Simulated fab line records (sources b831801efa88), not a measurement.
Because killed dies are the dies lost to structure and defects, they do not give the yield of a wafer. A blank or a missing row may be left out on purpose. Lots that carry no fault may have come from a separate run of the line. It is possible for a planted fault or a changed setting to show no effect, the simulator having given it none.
2 desks, one fault :: flow sky130 :: what lay behind the numbers comes last; until then each desk has only its own

## THE METROLOGY DESK
Lot by lot, what the gauges showed, no matter which tool ran the lot: averages of those sampled wafers that carry a number. A lot is out of limits, marked OUT, if its mean lies more than 4 standard deviations from the usual mean; the brackets give that distance.
Columns: A = POLY_GATE_OVL at SKY_POLY_GATE_OVL_MEAS_14, usual 1 nm; B = LDD_P_OVL at SKY_LDD_P_OVL_MEAS_08, usual 0.2 nm; C = LDD_HVN_OVL at SKY_LDD_HVN_OVL_MEAS_07, usual -0.4 nm
lot: L861
first seen here: day 16 16:19
A: 3
B: -0.2
C: 0.8

lot: L862
first seen here: day 17 02:37
A: 5
B: -0.1
C: 0.6

lot: L863
first seen here: day 17 16:55
A: -1
B: -1.6
C: -0.4

lot: L865
first seen here: day 18 02:32
A: -6
B: -1.3
C: -0.2

lot: L866
first seen here: day 18 17:53
A: 2
B: 0.8
C: -1.3

lot: L867
first seen here: day 18 18:44
A: 4
B: -1.1
C: -0.5

lot: L874
first seen here: day 21 11:37
A: 2
B: 1.3
C: 1.2

lot: L875
first seen here: day 21 16:38
A: 1
B: -0.5
C: -0.2

lot: L878
first seen here: day 22 23:25
A: 2
B: -0.5
C: 0.4

lot: L879
first seen here: day 23 00:22
A: 5
B: -0.6
C: -0.4

lot: L880
first seen here: day 23 12:59
A: -5
B: -0.7
C: -0.2

lot: L881
first seen here: day 23 18:25
A: 8
B: -1.8
C: -1.9

lot: L882
first seen here: day 24 03:31
A: 1
B: 3.1
C: -0.3

lot: L883
first seen here: day 24 09:04
A: 4
B: 1.0
C: -0.5

lot: L884
first seen here: day 24 18:28
A: -4
B: 0.3
C: -1.2
Result from this desk: across the 15 lots, nothing is out of limits.

## DESK OF THE TOOL OWNER: litho track-04
At SKY_LDD_HVN_SOFTBAKE_03 (time 60 s), the tool's own readings, given per lot that ran on this tool as the mean of the sampled wafers with a number. A lot is out of limits, marked OUT, if its mean lies more than 4 standard deviations from the usual mean; the brackets give that distance.
Columns: A = heater power total W at SKY_LDD_HVN_SOFTBAKE_03, usual 56.59 W; B = run length s at SKY_LDD_HVN_SOFTBAKE_03, usual 89.2 s
lot: L863
first seen here: day 21 03:08
A: 56.57
B: 89.5

lot: L865
first seen here: day 21 10:08
A: 58.09 (+38) OUT
B: 84.7 (-13) OUT

lot: L866
first seen here: day 22 04:31
A: 57.33 (+19) OUT
B: 87.1 (-6.3) OUT

lot: L867
first seen here: day 22 05:07
A: 57.38 (+20) OUT
B: 87.1 (-6.3) OUT

lot: L878
first seen here: day 26 03:35
A: 56.65
B: 89.4

lot: L879
first seen here: day 26 04:52
A: 56.61
B: 89.4

lot: L880
first seen here: day 26 18:28
A: 56.62
B: 89.5

lot: L881
first seen here: day 26 22:56
A: 56.59
B: 89.4

lot: L883
first seen here: day 27 12:35
A: 56.59
B: 89.5

lot: L884
first seen here: day 27 22:17
A: 56.59
B: 89.5
Finding of this desk: L865, L866, L867 out of limits; the first was L865 at day 21 10:08, on heater power total W at SKY_LDD_HVN_SOFTBAKE_03. L863, L878, L879, L880, L881, L883, L884 stayed within limits.

## PUT TOGETHER
At day 21 10:08, on L865, L866, L867, the tool owner's desk was in a position to raise an alarm.
From the metrology desk's view, nothing was out of limits.
The metrology desk has L865, L866, L867 on record, within its limits.
Every lot named ran SKY_LDD_HVN_SOFTBAKE_03 on litho track-04.

## WHAT THE SIMULATOR PUT IN
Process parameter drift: litho track-04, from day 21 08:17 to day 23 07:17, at SKY_LDD_HVN_SOFTBAKE_03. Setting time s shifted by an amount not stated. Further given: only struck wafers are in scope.
Struck lots among those shown: L865, L866, L867.
Delay in hours, fault start to first out-of-limits reading, by desk: the tool owner's desk at 2.
